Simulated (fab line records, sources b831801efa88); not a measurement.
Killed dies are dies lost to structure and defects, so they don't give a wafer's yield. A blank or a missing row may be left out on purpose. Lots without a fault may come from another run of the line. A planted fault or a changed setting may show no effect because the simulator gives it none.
Which tool did it? | flow sfq_line | 14 lots, 41 wafers sampled, at 2 steps of a route of 325

WHAT THE GAUGES READ, wafer by wafer
The record holds no reading of a measuring or inspecting step that can be judged against a usual standard deviation.

WHICH TOOL RAN EACH LOT (tool, then ch and the chambers of the sampled wafers, then the start)
lot  | SFQ_TRILAYER_JJ_TRILAYER_DEP_SPUTTER_109 | SFQ_TRILAYER_M5_ETCH_METAL_ETCH_126
L118 | pvd_sputter-04, day 39 20:34             | rie_metal-01 ch 0, day 46 03:34
L119 | pvd_sputter-03, day 40 00:10             | rie_metal-01 ch 0, day 46 07:10
L120 | pvd_sputter-06, day 40 02:34             | rie_metal-01 ch 0, day 46 10:15
L121 | pvd_sputter-03, day 40 10:46             | rie_metal-04 ch 0,1, day 46 16:11
L122 | pvd_sputter-04, day 40 22:46             | rie_metal-03 ch 0,1, day 47 07:35
L123 | pvd_sputter-06, day 40 23:58             | rie_metal-04 ch 0,1, day 47 08:47
L124 | pvd_sputter-04, day 41 11:02             | rie_metal-04 ch 0,1, day 47 17:11
L125 | pvd_sputter-06, day 41 14:38             | rie_metal-01 ch 0,1, day 47 21:59
L131 | pvd_sputter-06, day 44 08:08             | rie_metal-04 ch 1, day 49 22:05
L134 | pvd_sputter-06, day 44 21:08             | rie_metal-03 ch 0,1, day 50 12:29
L135 | pvd_sputter-06, day 45 04:20             | rie_metal-04 ch 0,1, day 50 20:58
L138 | pvd_sputter-03, day 46 07:21             | rie_metal-03 ch 1, day 51 12:32
L139 | pvd_sputter-04, day 46 13:30             | rie_metal-04 ch 0,1, day 51 22:05
L141 | pvd_sputter-03, day 46 19:29             | rie_metal-03 ch 0,1, day 52 05:17
- SFQ_TRILAYER_JJ_TRILAYER_DEP_SPUTTER_109: material Nb, target thk 150 nm, time 100 s.
- SFQ_TRILAYER_M5_ETCH_METAL_ETCH_126: etches Nb in Cl2/BCl3, stops on SiO2, time 203.2 s, target depth 265 nm.

WHAT THE TOOLS THEMSELVES READ (means of the sampled wafers that have a number; where no wafer has one, the mark that the record gives instead)
SFQ_TRILAYER_JJ_TRILAYER_DEP_SPUTTER_109. Usual: throttle_valve_pct 29.9 %, standard deviation 0.79.
lot  | tool           | throttle_valve_pct (%) | flag
L118 | pvd_sputter-04 | 29.4                   |
L119 | pvd_sputter-03 | 29.8                   |
L120 | pvd_sputter-06 | 30.1                   |
L121 | pvd_sputter-03 | 29.6                   |
L122 | pvd_sputter-04 | 30.2                   |
L123 | pvd_sputter-06 | 30.2                   |
L124 | pvd_sputter-04 | 30.2                   |
L125 | pvd_sputter-06 | 29.8                   |
L131 | pvd_sputter-06 | 29.9                   |
L134 | pvd_sputter-06 | 29.8                   |
L135 | pvd_sputter-06 | 30.1                   |
L138 | pvd_sputter-03 | 29.7                   |
L139 | pvd_sputter-04 | 29.2                   |
L141 | pvd_sputter-03 | 29.8                   |

SFQ_TRILAYER_M5_ETCH_METAL_ETCH_126. Usual: drypump_motor_current_A 5.4 A, standard deviation 0.41; oes_product_au 0.726 a.u., standard deviation 0.0062.
lot  | tool         | drypump_motor_current_A (A) | oes_product_au (a.u.) | flag
L118 | rie_metal-01 | 5.0                         | 0.725                 |
L119 | rie_metal-01 | 5.0                         | 0.734                 |
L120 | rie_metal-01 | 5.0                         | 0.723                 |
L121 | rie_metal-04 | 5.9                         | 0.720                 |
L122 | rie_metal-03 | 5.2                         | 0.733                 |
L123 | rie_metal-04 | 5.9                         | 0.724                 |
L124 | rie_metal-04 | 5.9                         | 0.733                 |
L125 | rie_metal-01 | 5.6                         | 0.724                 |
L131 | rie_metal-04 | 5.8                         | 0.821                 | OFF
L134 | rie_metal-03 | 5.2                         | 0.778                 | OFF
L135 | rie_metal-04 | 5.9                         | 0.791                 | OFF
L138 | rie_metal-03 | 5.3                         | 0.727                 |
L139 | rie_metal-04 | 5.9                         | 0.734                 |
L141 | rie_metal-03 | 5.2                         | 0.721                 |

THE ANSWER, worked out from the rows above alone
Rule: a lot is off if the mean of its wafers that have a number lies more than 3 standard deviations from the usual mean. A lot without any number at a reading at which 4 lots or more have one is off too. The other lots that the step has rows for count as sound. The gauges are gone through in route order, then the tools' own readings, and for those a lot's mean is taken as printed above. The first step at which some lot is off is used, and at that step the reading that is off furthest; a lot without a number counts as furthest.
Off: L131, L134, L135, at SFQ_TRILAYER_M5_ETCH_METAL_ETCH_126 (oes_product_au).
A tool fits if, at that step or a process step before it, it ran every lot that is off, and no sound lot after the first of them. One fits: pvd_sputter-06 at SFQ_TRILAYER_JJ_TRILAYER_DEP_SPUTTER_109. Its last sound lot is L125 (day 41 14:38), its first lot that is off L131 (day 44 08:08): a fault that began between those two fits.

WHAT THE SIMULATOR HAD PUT IN
Process parameter drift: pvd_sputter-06, from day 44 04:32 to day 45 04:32, at SFQ_TRILAYER_JJ_TRILAYER_DEP_SPUTTER_109. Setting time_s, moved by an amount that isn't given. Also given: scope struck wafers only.
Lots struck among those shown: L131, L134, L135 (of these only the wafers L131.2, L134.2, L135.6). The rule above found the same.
